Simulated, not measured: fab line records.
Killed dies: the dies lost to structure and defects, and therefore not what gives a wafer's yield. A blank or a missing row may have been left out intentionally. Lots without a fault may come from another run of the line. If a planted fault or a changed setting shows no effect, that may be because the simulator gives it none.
Split-lot trial :: flow sfq line :: route with 325 steps; 5 lots, 23 wafers read

THE SPLIT ITSELF
At SFQ_TRILAYER_M6_LITHO_COAT_159 (resist thk 600 nm), the setting resist thk nm was moved away from the recipe's 600 nm on 9 of the 23 wafers read, by -3.0% to +5.0%. For the rest of the wafers, this setting stayed at what the recipe calls for.

FROM THE SPLIT ON TO THE READING: in between, the file shows 1 step
- SFQ_TRILAYER_M6_BARC_OPEN_METAL_ETCH_206: etches BARC in O2, target depth 125 nm, time 41.7 s (also split here: icp w)

THE READING
KrF_of_TRILAYER_M6_LITHO_COAT_159.thk nm (the simulator's own value, which no gauge read), in nm, at SFQ_TRILAYER_M6_ETCH_METAL_ETCH_162 (etches Nb in Cl2/Ar, stops on SiO2, target depth 240 nm, time 120 s). No usual value for it is given in the file. The 14 wafers here that ran the recipe average 379.7 nm, standard deviation 5.3 nm.

wafer: L080.2
tool, chamber at the split: litho track-03, 0
resist thk nm as run, nm: 582
against the recipe: -3.0%
KrF_of_TRILAYER_M6_LITHO_COAT_159.thk nm, nm: 364.9
against lot-mates on the recipe: -16.5

wafer: L080.3
tool, chamber at the split: litho track-03, 0
resist thk nm as run, nm: 582
against the recipe: -3.0%
KrF_of_TRILAYER_M6_LITHO_COAT_159.thk nm, nm: 361.5
against lot-mates on the recipe: -19.9

wafer: L080.4
tool, chamber at the split: litho track-03, 0
resist thk nm as run, nm: 600
against the recipe: recipe
KrF_of_TRILAYER_M6_LITHO_COAT_159.thk nm, nm: 380
against lot-mates on the recipe: -

wafer: L080.5
tool, chamber at the split: litho track-03, 0
resist thk nm as run, nm: 600
against the recipe: recipe
KrF_of_TRILAYER_M6_LITHO_COAT_159.thk nm, nm: 382.7
against lot-mates on the recipe: -

wafer: L080.6
tool, chamber at the split: litho track-03, 0
resist thk nm as run, nm: 582
against the recipe: -3.0%
KrF_of_TRILAYER_M6_LITHO_COAT_159.thk nm, nm: 357.7
against lot-mates on the recipe: -23.7

wafer: L081.1
tool, chamber at the split: litho track-02, 0
resist thk nm as run, nm: 600
against the recipe: recipe
KrF_of_TRILAYER_M6_LITHO_COAT_159.thk nm, nm: 384.9
against lot-mates on the recipe: -

wafer: L081.2
tool, chamber at the split: litho track-02, 0
resist thk nm as run, nm: 600
against the recipe: recipe
KrF_of_TRILAYER_M6_LITHO_COAT_159.thk nm, nm: 383
against lot-mates on the recipe: -

wafer: L081.3
tool, chamber at the split: litho track-02, 0
resist thk nm as run, nm: 600
against the recipe: recipe
KrF_of_TRILAYER_M6_LITHO_COAT_159.thk nm, nm: 385.4
against lot-mates on the recipe: -

wafer: L082.1
tool, chamber at the split: litho track-02, 0
resist thk nm as run, nm: 612.7
against the recipe: +2.1%
KrF_of_TRILAYER_M6_LITHO_COAT_159.thk nm, nm: 384.4
against lot-mates on the recipe: +6.4

wafer: L082.2
tool, chamber at the split: litho track-02, 0
resist thk nm as run, nm: 600
against the recipe: recipe
KrF_of_TRILAYER_M6_LITHO_COAT_159.thk nm, nm: 377.5
against lot-mates on the recipe: -

wafer: L082.3
tool, chamber at the split: litho track-02, 0
resist thk nm as run, nm: 612.7
against the recipe: +2.1%
KrF_of_TRILAYER_M6_LITHO_COAT_159.thk nm, nm: 385.7
against lot-mates on the recipe: +7.7

wafer: L082.4
tool, chamber at the split: litho track-02, 0
resist thk nm as run, nm: 600
against the recipe: recipe
KrF_of_TRILAYER_M6_LITHO_COAT_159.thk nm, nm: 378.5
against lot-mates on the recipe: -

wafer: L082.5
tool, chamber at the split: litho track-02, 0
resist thk nm as run, nm: 612.7
against the recipe: +2.1%
KrF_of_TRILAYER_M6_LITHO_COAT_159.thk nm, nm: 386.8
against lot-mates on the recipe: +8.8

wafer: L084.1
tool, chamber at the split: litho track-04, 0
resist thk nm as run, nm: 600
against the recipe: recipe
KrF_of_TRILAYER_M6_LITHO_COAT_159.thk nm, nm: 389.7
against lot-mates on the recipe: -

wafer: L084.2
tool, chamber at the split: litho track-04, 0
resist thk nm as run, nm: 600
against the recipe: recipe
KrF_of_TRILAYER_M6_LITHO_COAT_159.thk nm, nm: 373.2
against lot-mates on the recipe: -

wafer: L084.4
tool, chamber at the split: litho track-04, 0
resist thk nm as run, nm: 600
against the recipe: recipe
KrF_of_TRILAYER_M6_LITHO_COAT_159.thk nm, nm: 376.2
against lot-mates on the recipe: -

wafer: L084.5
tool, chamber at the split: litho track-04, 0
resist thk nm as run, nm: 600
against the recipe: recipe
KrF_of_TRILAYER_M6_LITHO_COAT_159.thk nm, nm: 385
against lot-mates on the recipe: -

wafer: L084.6
tool, chamber at the split: litho track-04, 0
resist thk nm as run, nm: 600
against the recipe: recipe
KrF_of_TRILAYER_M6_LITHO_COAT_159.thk nm, nm: 373.9
against lot-mates on the recipe: -

wafer: L085.1
tool, chamber at the split: litho track-04, 0
resist thk nm as run, nm: 629.9
against the recipe: +5.0%
KrF_of_TRILAYER_M6_LITHO_COAT_159.thk nm, nm: 411.6
against lot-mates on the recipe: +38.6

wafer: L085.2
tool, chamber at the split: litho track-04, 0
resist thk nm as run, nm: 600
against the recipe: recipe
KrF_of_TRILAYER_M6_LITHO_COAT_159.thk nm, nm: 372.6
against lot-mates on the recipe: -

wafer: L085.3
tool, chamber at the split: litho track-04, 0
resist thk nm as run, nm: 600
against the recipe: recipe
KrF_of_TRILAYER_M6_LITHO_COAT_159.thk nm, nm: 373.4
against lot-mates on the recipe: -

wafer: L085.5
tool, chamber at the split: litho track-04, 0
resist thk nm as run, nm: 629.9
against the recipe: +5.0%
KrF_of_TRILAYER_M6_LITHO_COAT_159.thk nm, nm: 403.6
against lot-mates on the recipe: +30.6

wafer: L085.6
tool, chamber at the split: litho track-04, 0
resist thk nm as run, nm: 629.9
against the recipe: +5.0%
KrF_of_TRILAYER_M6_LITHO_COAT_159.thk nm, nm: 412.6
against lot-mates on the recipe: +39.6

FIT RESULTS
A straight line over all 23 wafers: KrF_of_TRILAYER_M6_LITHO_COAT_159.thk nm changes by +5.69 nm for each +1% of resist thk nm; r = +0.93; the points scatter about the line by 5.2 nm.
The same after taking each lot's own level away (the mean of its wafers on the recipe; 23 wafers): +6.76 nm for each +1%; r = +0.96; scatter 4.6 nm.
On that fit, the largest move of resist thk nm shifts the reading by 34 nm.
Across the lots, their own levels run from 373.00 to 384.43 nm, a range of 2.2 times the standard deviation given above.
So the slope is not independent of the lot-to-lot level: the two fits are not the same.
Check: for one of the wafers moved furthest among these (+5.0%), held out of the fit, the line's prediction against its lot-mates is +31.6 nm. It came out at +38.6 nm against them.

OTHER SPLITS ON THESE WAFERS
Before the reading, these wafers also passed through other splits. Each is held against what the fit with the lots' levels taken away leaves over:
other split on the same wafers: SFQ_TRILAYER_C5_LITHO_COAT_151 spin rpm
wafers away from the commonest value: 8
r with KrF_of_TRILAYER_M6_LITHO_COAT_159.thk nm (lot level and that fit taken away): +0.12

other split on the same wafers: SFQ_TRILAYER_M6_BARC_OPEN_METAL_ETCH_206 icp w
wafers away from the commonest value: 7
r with KrF_of_TRILAYER_M6_LITHO_COAT_159.thk nm (lot level and that fit taken away): -0.70

THE WHOLE CHAIN: every reading that the file lists as answering this split, in the file's order
step: SFQ_TRILAYER_M6_LITHO_COAT_159
what it does: resist thk 600 nm
reading: KrF_of_TRILAYER_M6_LITHO_COAT_159.thk nm (the simulator's own value, which no gauge read)
change (the file's fit): +6.2 nm for each +1% of the setting
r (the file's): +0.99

step: SFQ_TRILAYER_M6_BARC_OPEN_METAL_ETCH_206
what it does: etches BARC in O2, target depth 125 nm, time 41.7 s
reading: KrF_of_TRILAYER_M6_LITHO_COAT_159.thk nm (the simulator's own value, which no gauge read)
change (the file's fit): +6.36 nm for each +1% of the setting
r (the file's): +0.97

step: SFQ_TRILAYER_M6_ETCH_METAL_ETCH_162
what it does: etches Nb in Cl2/Ar, stops on SiO2, target depth 240 nm, time 120 s
reading: KrF_of_TRILAYER_M6_LITHO_COAT_159.thk nm (the simulator's own value, which no gauge read)
change (the file's fit): +6.7 nm for each +1% of the setting
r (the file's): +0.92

FILE'S OWN FIT
KrF_of_TRILAYER_M6_LITHO_COAT_159.thk nm changes by +6.7 nm for each +1% of resist thk nm, r = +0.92.
